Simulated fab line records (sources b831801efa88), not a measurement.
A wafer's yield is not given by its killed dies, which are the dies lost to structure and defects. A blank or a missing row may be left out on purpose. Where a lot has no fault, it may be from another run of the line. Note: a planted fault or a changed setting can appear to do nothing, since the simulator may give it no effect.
The tool behind it: which one?    flow sky130    Sampling: 7 lots, 21 wafers, 2 of 708 route steps

WHAT THE GAUGES READ, wafer by wafer
SKY_LI_CONTACT_CD_MEAS_12: the cd target is 170 nm.
lot   measured      on         cd-nm (nm)
L533  day 29 14:10  cd-sem-01  171.6 170.9 170.5
L535  day 30 12:15  cd-sem-01  168.7 170.3 169.3
L537  day 31 15:23  cd-sem-02  171.2 170.6 170.6
L541  day 32 15:17  cd-sem-02  - - -
L544  day 33 07:58  cd-sem-02  168.7 167.6 168.2
L551  day 35 15:51  cd-sem-02  168.5 167.7 169.7
L554  day 36 09:02  cd-sem-02  169.9 168.9 170.0

EACH LOT AND THE TOOL THAT RAN IT (in order: tool; ch and the chambers of the sampled wafers; start)
lot   SKY_LI_CONTACT_EXPOSE_09
L533  krf-scanner-02 ch 0, day 29 00:32
L535  krf-scanner-01 ch 0, day 29 22:38
L537  krf-scanner-01 ch 0, day 31 00:56
L541  krf-scanner-01 ch 0, day 32 02:14
L544  krf-scanner-02 ch 0, day 32 19:17
L551  krf-scanner-01 ch 0, day 35 02:42
L554  krf-scanner-02 ch 0, day 35 20:02
- SKY_LI_CONTACT_EXPOSE_09: exposes mask LICM1, target cd 170 nm.

THE ANSWER, worked out from the rows above alone
Rule: usual is defined by the lots themselves. The widest of any qualifying gaps counts: lots, ordered by their means at a reading, are off when they make up no more than a third of the lots, leave a main group of 4 or more, and stand apart from it by 3 or more times the standard deviation of that group's means. A main group is skipped when, at the precision printed for the reading in the tables above, its means are all equal. A lot without any number at a reading at which 4 lots or more have one is off too. All remaining lots with rows at the step are treated as sound.
Off: L541, at SKY_LI_CONTACT_CD_MEAS_12 (cd-nm). Without a number there: L541. Mean 169.6 nm and standard deviation 1 in the main group.
A tool fits if, at a process step before that reading, it ran every lot that is off, and no sound lot after the first of them. The gauges at SKY_LI_CONTACT_CD_MEAS_12 are tried like those tools. Of those tried, none fits.

WHAT THE SIMULATOR PUT IN
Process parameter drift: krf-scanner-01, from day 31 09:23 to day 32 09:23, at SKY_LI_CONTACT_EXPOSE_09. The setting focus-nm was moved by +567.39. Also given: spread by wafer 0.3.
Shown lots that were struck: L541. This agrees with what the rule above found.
